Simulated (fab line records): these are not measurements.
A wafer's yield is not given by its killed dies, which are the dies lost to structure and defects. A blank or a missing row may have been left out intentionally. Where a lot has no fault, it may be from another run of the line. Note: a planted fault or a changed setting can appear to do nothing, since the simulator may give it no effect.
fab line records -- flow sky130
record: lots: 11, wafers: 33, last_day: 50
route steps=708 shown LI_CONTACT@374 LOCAL_INTERCONNECT@400 CONTACT@420 PAD_OPEN@708
lots untouched by any fault: they come from a run of this same line in which no faults occurred
start_h: hours from the record's opening day to when the first of the lot's shown wafers began -- wait_h: hours elapsed since this lot's preceding step -- " unchanged from the row above -- L1.1+2: a row that stands for several wafers -- - no value, or no start given -- * or withheld: withheld -- < > ~ a bound
route shown NAME@n: names a module that has steps shown in the file, with the first one's number in the route -- usual: mean and standard deviation over wafers with no fault -- same: alike in all rows -- chamber/n: place in a boat -- sites: readings site by site -- _std_site: standard deviation across them -- _edge_site: the outer-site mean with the inner-site mean subtracted -- radius_mm: for every site, how far away it sits from the centre of the wafer -- mask NAME#n: copy n -- behind: the tool/chamber that last shaped the wafer -- hold: why the lot was held/for how many hours/how that ended -- device: whichever transistor did not switch (one of n, p or np) -- end of line: tests run on the same wafers once the route is complete -- for a step that has no rows: nothing shown but its recipe -- killed: dies that structure and defects cost at the first sort, which is not the same as the wafer's yield -- map: a wafer's dies, marking killed ones x, the rest . and places with no die _
set.NAME: the run value of the setting; set.NAME@STEP: its run value at that earlier step -- model.NAME: the simulator's own value behind a step, which no gauge read
steps of the route over a sample of lots; a table a step, a row a wafer
services: the hour from which a tool's chamber was out of use, counted from the record's first day as start_h (under 0 if before that day), plus the number of hours and why
== steps ==
step: SKY_LI_CONTACT_CD_MEAS_12
recipe: target_cd_nm: 170
usual: cd_nm: 169.6/1.6
lot.wafer,tool,chamber,start_h,wait_h,cd_nm
L399.1,cd_sem-01,-,691.72,-,172.2
L399.4,cd_sem-01,-,691.72,-,171.7
L399.5,cd_sem-01,-,691.72,-,172.2
L401.1,cd_sem-01,-,699.99,-,171.0
L401.2,cd_sem-01,-,699.99,-,168.8
L401.3,cd_sem-01,-,699.99,-,170.5
L405.1,cd_sem-01,-,730.97,-,170.0
L405.2,cd_sem-01,-,730.97,-,169.3
L405.4,cd_sem-01,-,730.97,-,171.0
L408.1,cd_sem-01,-,767.87,-,169.1
L408.4,cd_sem-01,-,767.87,-,170.5
L408.6,cd_sem-01,-,767.87,-,169.2
L409.1,cd_sem-01,-,769.62,-,169.1
L409.2,cd_sem-01,-,769.62,-,168.5
L409.4,cd_sem-01,-,769.62,-,170.1
L411.1,cd_sem-01,-,782.47,-,165.9
L411.3,cd_sem-01,-,782.47,-,165.3
L411.5,cd_sem-01,-,782.47,-,165.3
L417.1,cd_sem-01,-,823.17,-,170.8
L417.2,cd_sem-01,-,823.17,-,172.8
L417.6,cd_sem-01,-,823.17,-,170.5
L418.1,cd_sem-01,-,834.32,-,168.7
L418.3,cd_sem-01,-,834.32,-,169.7
L418.6,cd_sem-01,-,834.32,-,167.8
L419.4,cd_sem-01,-,835.33,-,166.7
L419.5,cd_sem-01,-,835.33,-,167.7
L419.6,cd_sem-01,-,835.33,-,166.1
L422.1,cd_sem-01,-,863.57,-,171.2
L422.3,cd_sem-01,-,863.57,-,171.1
L422.6,cd_sem-01,-,863.57,-,171.0
L421.4,cd_sem-01,-,866.93,-,168.8
L421.5,cd_sem-01,-,866.93,-,167.4
L421.6,cd_sem-01,-,866.93,-,168.8
step: SKY_LOCAL_INTERCONNECT_ETCH_13
recipe: chemistry: N2/H2, target: BARC, ion_energy_ev: 200, bias_w: 100, pressure_mtorr: 30, n2_flow_sccm: 100, h2_flow_sccm: 200, icp_w: 500, stop_on: SiO2, time_s: 45.9, target_depth_a: 600
usual: drypump_motor_current_A: 5.6/0.59, n2_flow_sccm: 100.0/0.32, oes_product_au: 0.855/0.0047, throttle_valve_pct: 13.225/0.0086
lot.wafer,tool,chamber,start_h,wait_h,drypump_motor_current_A,n2_flow_sccm,oes_product_au,rf_hours_counter_h,throttle_valve_pct
L399.1,rie_metal-01,1,721.13,0.0,4.8,99.9,0.850,11,13.220
L399.4,rie_metal-01,1,721.13,0.0,4.9,100.4,0.845,-,13.225
L399.5,rie_metal-01,0,721.13,0.0,5.4,100.5,0.853,-,13.218
L401.1,rie_metal-02,0,729.84,0.0,6.5,99.8,0.857,8,13.206
L401.2,rie_metal-02,1,729.84,0.0,5.0,100.1,0.857,12,13.214
L401.3,rie_metal-02,0,729.84,0.0,6.5,100.2,0.863,-,13.229
L405.1,rie_metal-01,0,759.79,0.0,5.3,99.7,0.860,6,13.216
L405.2,rie_metal-01,1,759.79,0.0,4.8,99.4,0.855,12,13.211
L405.4,rie_metal-01,0,759.79,0.0,5.3,99.9,0.865,-,13.212
L408.1,rie_metal-03,0,796.24,0.0,6.1,100.2,0.852,3,13.231
L408.4,rie_metal-03,0,796.24,0.0,6.1,100.4,0.862,-,13.224
L408.6,rie_metal-03,0,796.24,0.0,6.1,100.2,0.859,-,13.225
L409.1,rie_metal-03,0,797.41,0.0,6.1,100.0,0.854,3,13.238
L409.2,rie_metal-03,0,797.41,0.0,6.1,100.1,0.852,-,13.214
L409.4,rie_metal-03,0,797.41,0.0,6.0,100.3,0.853,-,13.224
L411.1,rie_metal-01,0,810.28,0.0,5.3,100.4,0.854,8,13.217
L411.3,rie_metal-01,1,810.28,0.0,4.8,100.0,0.849,-,13.225
L411.5,rie_metal-01,0,810.28,0.0,5.3,100.5,0.855,-,13.223
L417.1,rie_metal-03,1,850.96,0.0,5.6,99.7,0.861,2,13.222
L417.2,rie_metal-03,0,850.96,0.0,6.1,100.3,0.860,5,13.241
L417.6,rie_metal-03,0,850.96,0.0,6.0,100.3,0.854,-,13.236
L418.1,rie_metal-03,1,862.11,0.0,5.6,100.2,0.849,2,13.234
L418.3,rie_metal-03,1,862.11,0.0,5.6,100.1,0.856,-,13.232
L418.6,rie_metal-03,0,862.11,0.0,6.1,99.9,0.857,-,13.213
L419.4,rie_metal-02,1,862.80,0.0,5.0,100.4,0.859,-,13.233
L419.5,rie_metal-02,1,862.80,0.0,4.9,100.5,0.852,-,13.236
L419.6,rie_metal-02,0,862.80,0.0,6.5,100.0,0.854,-,13.228
L422.1,rie_metal-03,1,891.44,0.0,5.6,100.2,0.853,4,13.227
L422.3,rie_metal-03,0,891.44,0.0,6.1,99.5,0.852,-,13.236
L422.6,rie_metal-03,0,891.44,0.0,6.1,99.7,0.853,-,13.215
L421.4,rie_metal-03,1,894.37,0.0,5.6,100.7,0.861,-,13.231
L421.5,rie_metal-03,1,894.37,0.0,5.6,100.2,0.852,-,13.222
L421.6,rie_metal-03,0,894.37,0.0,6.1,100.5,0.844,-,13.220
step: SKY_CONTACT_CD_MEAS_14
recipe: target_cd_nm: 170
usual: cd_nm: 170.0/1.6
lot.wafer,tool,chamber,start_h,wait_h,cd_nm
L399.1,cd_sem-02,-,750.75,-,171.1
L399.4,cd_sem-02,-,750.75,-,171.1
L399.5,cd_sem-02,-,750.75,-,169.9
L401.1,cd_sem-01,-,759.25,-,170.9
L401.2,cd_sem-01,-,759.25,-,171.4
L401.3,cd_sem-01,-,759.25,-,170.6
L405.1,cd_sem-01,-,788.32,-,169.6
L405.2,cd_sem-01,-,788.32,-,170.2
L405.4,cd_sem-01,-,788.32,-,170.0
L408.1,cd_sem-01,-,824.17,-,171.6
L408.4,cd_sem-01,-,824.17,-,170.6
L408.6,cd_sem-01,-,824.17,-,170.9
L409.1,cd_sem-01,-,826.14,-,169.6
L409.2,cd_sem-01,-,826.14,-,170.7
L409.4,cd_sem-01,-,826.14,-,171.7
L411.1,cd_sem-01,-,837.72,-,168.6
L411.3,cd_sem-01,-,837.72,-,167.8
L411.5,cd_sem-01,-,837.72,-,171.2
L417.1,cd_sem-02,-,878.14,-,170.6
L417.2,cd_sem-02,-,878.14,-,170.7
L417.6,cd_sem-02,-,878.14,-,170.7
L418.1,cd_sem-02,-,889.53,-,169.1
L418.3,cd_sem-02,-,889.53,-,171.0
L418.6,cd_sem-02,-,889.53,-,170.9
L419.4,cd_sem-02,-,890.24,-,171.4
L419.5,cd_sem-02,-,890.24,-,171.4
L419.6,cd_sem-02,-,890.24,-,171.9
L422.1,cd_sem-02,-,918.00,-,167.9
L422.3,cd_sem-02,-,918.00,-,169.5
L422.6,cd_sem-02,-,918.00,-,167.4
L421.4,cd_sem-01,-,921.18,-,169.1
L421.5,cd_sem-01,-,921.18,-,169.9
L421.6,cd_sem-01,-,921.18,-,168.6
step: SKY_CONTACT_CVD_24
recipe: material: W, target_thk_nm: 340, time_s: 102.12, temp_c: 400, pressure_torr: 40
usual: chamber_pressure_Torr: 39.98/0.099, heater_power_outer_w: 567/28, heater_power_w: 913/25
lot.wafer,tool,chamber,start_h,wait_h,chamber_pressure_Torr,heater_power_outer_w,heater_power_w
L399.1,cvd_w-01,0,751.74,0.0,40.10,589,930
L399.4,cvd_w-01,1,751.74,0.0,40.08,563,885
L399.5,cvd_w-01,1,751.74,0.0,40.04,535,881
L401.1,cvd_w-02,0,760.26,0.0,40.00,598,930
L401.2,cvd_w-02,1,760.26,0.0,39.92,528,918
L401.3,cvd_w-02,1,760.26,0.0,39.95,514,927
L405.1,cvd_w-01,1,789.27,0.0,39.91,552,874
L405.2,cvd_w-01,0,789.27,0.0,39.96,596,914
L405.4,cvd_w-01,0,789.27,0.0,40.02,593,902
L408.1,cvd_w-01,1,825.12,0.0,-,-,-
L408.4,cvd_w-01,0,825.12,0.0,-,-,-
L408.6,cvd_w-01,1,825.12,0.0,-,-,-
L409.1,cvd_w-01,0,827.12,0.0,-,-,-
L409.2,cvd_w-01,1,827.12,0.0,-,-,-
L409.4,cvd_w-01,0,827.12,0.0,-,-,-
L411.1,cvd_w-02,0,838.67,0.0,40.08,582,940
L411.3,cvd_w-02,0,838.67,0.0,40.03,591,929
L411.5,cvd_w-02,1,838.67,0.0,40.19,533,941
L417.1,cvd_w-01,1,879.08,0.0,40.16,557,876
L417.2,cvd_w-01,0,879.08,0.0,39.88,592,933
L417.6,cvd_w-01,1,879.08,0.0,40.16,548,896
L418.1,cvd_w-01,0,890.47,0.0,40.00,601,931
L418.3,cvd_w-01,1,890.47,0.0,39.98,544,857
L418.6,cvd_w-01,1,890.47,0.0,40.01,545,888
L419.4,cvd_w-02,0,891.15,0.1,39.99,593,914
L419.5,cvd_w-02,0,891.15,0.1,39.82,603,935
L419.6,cvd_w-02,1,891.15,0.1,39.92,527,925
L422.1,cvd_w-02,0,918.94,0.0,39.80,596,914
L422.3,cvd_w-02,1,918.94,0.0,40.04,520,937
L422.6,cvd_w-02,1,918.94,0.0,40.08,516,923
L421.4,cvd_w-02,0,922.12,0.1,39.89,581,899
L421.5,cvd_w-02,0,922.12,0.1,39.90,586,912
L421.6,cvd_w-02,1,922.12,0.1,39.97,537,910
step: SKY_CONTACT_RS_MEAS_25
recipe: thk_meas_gauge: four-point-probe, reads: W_of_CONTACT_CVD_24+TiN_of_CONTACT_SPUTTER_23
usual: CONTACT_W_RS: 0.337/0.0036
lot.wafer,tool,chamber,start_h,wait_h,CONTACT_W_RS[ohm/sq]
L399.1,film_metro-02,-,751.85,0.1,0.336
L399.4,film_metro-02,-,751.85,0.1,0.345
L399.5,film_metro-02,-,751.85,0.1,0.341
L401.1,film_metro-01,-,760.37,0.1,0.336
L401.2,film_metro-01,-,760.37,0.1,0.330
L401.3,film_metro-01,-,760.37,0.1,0.330
L405.1,film_metro-04,-,789.38,0.1,0.332
L405.2,film_metro-04,-,789.38,0.1,0.334
L405.4,film_metro-04,-,789.38,0.1,0.333
L408.1,film_metro-04,-,825.23,0.1,58.919
L408.4,film_metro-04,-,825.23,0.1,58.801
L408.6,film_metro-04,-,825.23,0.1,58.035
L409.1,film_metro-01,-,827.23,0.1,58.232
L409.2,film_metro-01,-,827.23,0.1,59.501
L409.4,film_metro-01,-,827.23,0.1,58.380
L411.1,film_metro-02,-,838.78,0.1,0.335
L411.3,film_metro-02,-,838.78,0.1,0.336
L411.5,film_metro-02,-,838.78,0.1,0.338
L417.1,film_metro-04,-,879.19,0.1,0.341
L417.2,film_metro-04,-,879.19,0.1,0.333
L417.6,film_metro-04,-,879.19,0.1,0.342
L418.1,film_metro-04,-,890.58,0.1,0.338
L418.3,film_metro-04,-,890.58,0.1,0.340
L418.6,film_metro-04,-,890.58,0.1,0.342
L419.4,film_metro-01,-,891.29,0.1,0.337
L419.5,film_metro-01,-,891.29,0.1,0.337
L419.6,film_metro-01,-,891.29,0.1,0.334
L422.1,film_metro-02,-,919.05,0.1,0.334
L422.3,film_metro-02,-,919.05,0.1,0.331
L422.6,film_metro-02,-,919.05,0.1,0.333
L421.4,film_metro-02,-,922.25,0.1,0.342
L421.5,film_metro-02,-,922.25,0.1,0.335
L421.6,film_metro-02,-,922.25,0.1,0.333
step: SKY_CONTACT_THK_MEAS_26
recipe: thk_meas_gauge: xrf, reads: W_of_CONTACT_CVD_24
usual: CONTACT_W_THK: 342/6.6
lot.wafer,tool,chamber,start_h,wait_h,CONTACT_W_THK[nm]
L399.1,film_metro-02,-,751.97,0.1,345
L399.4,film_metro-02,-,751.97,0.1,336
L399.5,film_metro-02,-,751.97,0.1,339
L401.1,film_metro-01,-,760.49,0.1,348
L401.2,film_metro-01,-,760.49,0.1,351
L401.3,film_metro-01,-,760.49,0.1,352
L405.1,film_metro-04,-,789.50,0.1,348
L405.2,film_metro-04,-,789.50,0.1,343
L405.4,film_metro-04,-,789.50,0.1,344
L408.1,film_metro-04,-,825.35,0.1,<0
L408.4,film_metro-04,-,825.35,0.1,<0
L408.6,film_metro-04,-,825.35,0.1,<0
L409.1,film_metro-01,-,827.35,0.1,<0
L409.2,film_metro-01,-,827.35,0.1,<0
L409.4,film_metro-01,-,827.35,0.1,<0
L411.1,film_metro-02,-,838.90,0.1,340
L411.3,film_metro-02,-,838.90,0.1,339
L411.5,film_metro-02,-,838.90,0.1,337
L417.1,film_metro-04,-,879.31,0.1,338
L417.2,film_metro-04,-,879.31,0.1,347
L417.6,film_metro-04,-,879.31,0.1,338
L418.1,film_metro-04,-,890.70,0.1,338
L418.3,film_metro-04,-,890.70,0.1,336
L418.6,film_metro-04,-,890.70,0.1,334
L419.4,film_metro-01,-,891.38,0.1,353
L419.5,film_metro-01,-,891.38,0.1,349
L419.6,film_metro-01,-,891.38,0.1,355
L422.1,film_metro-02,-,919.17,0.1,343
L422.3,film_metro-02,-,919.17,0.1,348
L422.6,film_metro-02,-,919.17,0.1,342
L421.4,film_metro-02,-,922.34,0.1,334
L421.5,film_metro-02,-,922.34,0.1,341
L421.6,film_metro-02,-,922.34,0.1,343
step: SKY_PAD_OPEN_PROBE_99
usual: killed_at_M0_to_M3: 44/7.4, killed_at_M4_up: 3.0/1.8, killed_at_contacts: 24/5.1, killed_at_front_end: 15/4.3, killed_at_other: 0.3/0.54, killed_dies: 86/9.9, killed_on_rim: 17/3.9, killed_open: 47/7.1, killed_short: 38/6.7
same: gross_dies: 492, killed_at_back_side: 0
lot.wafer,tool,chamber,start_h,wait_h,killed_at_M0_to_M3,killed_at_M4_up,killed_at_contacts,killed_at_front_end,killed_at_other,killed_dies,killed_on_rim,killed_open,killed_short
L408.1,prober-01,-,1143.98,0.1,55,4,420,12,1,492,96,53,42
L408.4,prober-01,-,1144.13,0.2,34,5,438,14,1,492,96,37,46
L408.6,prober-01,-,1144.23,0.2,47,1,433,11,0,492,96,48,33
L409.1,prober-02,-,1145.75,0.1,38,2,440,12,0,492,96,40,32
L409.2,prober-02,-,1145.80,0.1,41,2,438,11,0,492,96,36,37
L409.4,prober-02,-,1145.90,0.2,51,4,423,14,0,492,96,48,44
killed by level:class
L408.1 CONTACT:area_cvd=397 CONTACT:geometric_particle:open=11 VIA1:geometric_particle:short=9 VIA1:geometric_particle:open=9 METAL1:geometric_particle:short=8 VIA3:geometric_particle:open=7 METAL2:geometric_particle:short=6 VIA2:geometric_particle:open=6
L408.4 CONTACT:area_cvd=409 CONTACT:geometric_particle:open=9 LI_CONTACT:geometric_particle:short=8 FIELD_ISO:geometric_particle:short=7 METAL1:geometric_particle:short=7 VIA3:geometric_particle:open=6 CONTACT:geometric_particle:short=5 FIELD_ISO:geometric_particle:open=4
L408.6 CONTACT:area_cvd=411 VIA1:geometric_particle:open=12 VIA2:geometric_particle:open=10 LI_CONTACT:geometric_particle:open=8 CONTACT:geometric_particle:open=7 POLY_GATE:geometric_particle:short=6 METAL1:geometric_particle:short=6 VIA1:geometric_particle:short=5
L409.1 CONTACT:area_cvd=420 VIA2:geometric_particle:open=8 LI_CONTACT:geometric_particle:open=7 METAL2:geometric_particle:short=7 CONTACT:geometric_particle:open=6 VIA1:geometric_particle:short=6 VIA3:geometric_particle:open=6 LOCAL_INTERCONNECT:geometric_particle:short=5
L409.2 CONTACT:area_cvd=419 VIA1:geometric_particle:open=10 LI_CONTACT:geometric_particle:open=7 VIA2:geometric_particle:open=6 POLY_GATE:geometric_particle:short=5 VIA1:geometric_particle:short=5 POLY_GATE:geometric_particle:open=4 VIA2:geometric_particle:short=4
L409.4 CONTACT:area_cvd=400 VIA1:geometric_particle:open=13 VIA2:geometric_particle:open=8 LI_CONTACT:geometric_particle:short=7 CONTACT:geometric_particle:short=6 METAL1:geometric_particle:short=6 POLY_GATE:geometric_particle:open=5 CONTACT:geometric_particle:open=5
== services ==
tool,chamber,start_h,hours,kind
rie_metal-03,-,716.92,1.0,repair
rie_metal-03,-,722.04,14.6,pm
rie_metal-02,-,726.25,0.2,repair
rie_metal-03,-,759.02,0.3,repair
cvd_w-02,-,781.59,0.7,repair
rie_metal-03,1,784.03,-,clean
rie_metal-03,1,784.03,21.3,scheduled_down
rie_metal-03,1,784.03,21.3,vent_cycle
cvd_w-01,-,817.25,6.9,pm
rie_metal-01,0,840.21,6.9,repair
rie_metal-01,-,862.55,14.6,pm
rie_metal-01,1,877.15,-,clean
rie_metal-01,1,877.15,22.3,scheduled_down
rie_metal-01,1,877.15,22.3,vent_cycle
rie_metal-02,1,881.89,-,clean
rie_metal-02,1,881.89,20.7,scheduled_down
rie_metal-02,1,881.89,20.7,vent_cycle
cvd_w-01,-,904.00,14.0,pm
cvd_w-01,0,904.00,14.0,vent_cycle
cvd_w-01,1,904.00,14.0,vent_cycle
cvd_w-01,0,918.00,-,clean
cvd_w-01,1,918.00,-,clean
== key ==
first_sign: step: SKY_CONTACT_CVD_24, reading: tool_record, direction: missing
effect: step: SKY_CONTACT_RS_MEAS_25, reading: CONTACT_W_RS, direction: up, sigmas: 99+, usual: 0.337, struck: 58.645
effect: step: SKY_CONTACT_THK_MEAS_26, reading: CONTACT_W_THK, direction: down, sigmas: 52, usual: 342, struck: <0
effect: step: SKY_PAD_OPEN_PROBE_99, reading: killed_at_contacts, direction: up, sigmas: 80, usual: 24, struck: 432
more_kills_born_at: SKY_CONTACT_CVD_24@cvd_w-01: 2451
met_at SKY_CONTACT_CVD_24
struck_lots L408,L409
later_rows_left_out L408.1,L408.4,L408.6,L409.1,L409.2,L409.4
tester_left_out L408,L409
not_acting_at SKY_LI_CONTACT_CD_MEAS_12,SKY_LOCAL_INTERCONNECT_ETCH_13,SKY_CONTACT_CD_MEAS_14
onset_between 789.27 825.12
fault: kind: skipped_step_whole, tool: cvd_w-01, chamber: -, onset_h: 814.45, steps: SKY_CONTACT_CVD_24, scope: struck_lots_only
tester_left_out: of these lots the tester's yield and bins aren't shown, on N5 and GAA mostly nor the transistor test; their killed dies are dies lost to structure and defects alone, not to doping, threshold or leakage, so they don't give the yield
later_rows_left_out: the simulator's readings of these wafers behind a module that went badly wrong aren't trusted and aren't shown, but for the sort
